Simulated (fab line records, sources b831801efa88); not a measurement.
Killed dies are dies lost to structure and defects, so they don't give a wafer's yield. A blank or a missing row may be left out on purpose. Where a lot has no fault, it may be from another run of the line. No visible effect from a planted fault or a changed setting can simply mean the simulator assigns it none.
Matching of chambers	flow sky130	SKY_FIELD_ISO_ETCH_14 on rie diel-02 has 4 sister chambers
The step etches BARC in N2/H2, stops on SiO2, time 45.9 s, target depth 60 nm. 16 wafers are shown with their chamber, then 8 later ones without.

## EACH WAFER AND ITS CHAMBER
wafer	chamber	drypump motor current A (A)	throttle valve pct (%)	oes product au (a.u.)
L074.2	1	5.7	13.222	0.844
L074.4	3	6.6	13.212	0.853
L074.5	2	5.5	13.220	0.854
L079.1	3	6.6	13.229	0.864
L079.2	2	5.5	13.207	0.850
L079.3	1	5.6	13.234	0.851
L079.4	1	5.6	13.233	0.858
L079.5	2	5.5	13.209	0.858
L079.6	3	6.6	13.236	0.866
L081.1	0	5.8	13.204	0.861
L081.4	1	5.6	13.226	0.855
L081.6	1	5.6	13.231	0.861
L087.1	0	5.8	13.213	0.859
L087.5	3	6.6	13.224	0.850
L087.6	0	5.7	13.215	0.848
L090.2	3	6.6	13.230	0.850

SIGNATURES (means of the wafers above)
reading	chamber 0	chamber 1	chamber 2	chamber 3	scatter within a chamber
drypump motor current A	5.767	5.620	5.500	6.600	0.035
throttle valve pct	13.21067	13.22920	13.21200	13.22620	0.00704
oes product au	0.85600	0.85380	0.85400	0.85660	0.00676
Rule: for each reading, subtract the chamber's mean from the wafer's reading, divide by that reading's scatter and square the result; add these up over the readings and take the root, which gives the wafer's distance from the chamber. If the next closest chamber is less than 2 further off than the closest, the wafer can't be placed; otherwise it belongs to the closest. The scatter is the square root of a quotient: the sum, over the shown wafers, of each reading's squared deviation from its chamber's mean, divided by wafers minus chambers.

## WAFERS WITH NO CHAMBER GIVEN
wafer	drypump motor current A (A)	throttle valve pct (%)	oes product au (a.u.)
L090.4	5.7	13.239	0.858
L090.6	5.6	13.218	0.853
L093.3	5.7	13.243	0.857
L093.4	5.5	13.223	0.862
L093.6	6.6	13.221	0.843
L096.2	5.6	13.218	0.857
L096.4	6.6	13.232	0.853
L096.5	5.8	13.230	0.851

## CHAMBER TAKEN BY EACH
wafer	from the rows above	in truth
L090.4	can't be placed: 1 or 0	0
L090.6	can't be placed: 1 or 2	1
L093.3	can't be placed: 1 or 0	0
L093.4	can't be placed: 2 or 1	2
L093.6	3	3
L096.2	can't be placed: 1 or 2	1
L096.4	3	3
L096.5	0	0
Placed correctly: 3 of 8. Not placeable from these rows: 5 (in 5, the candidates include the true chamber). 0 placed wrongly.
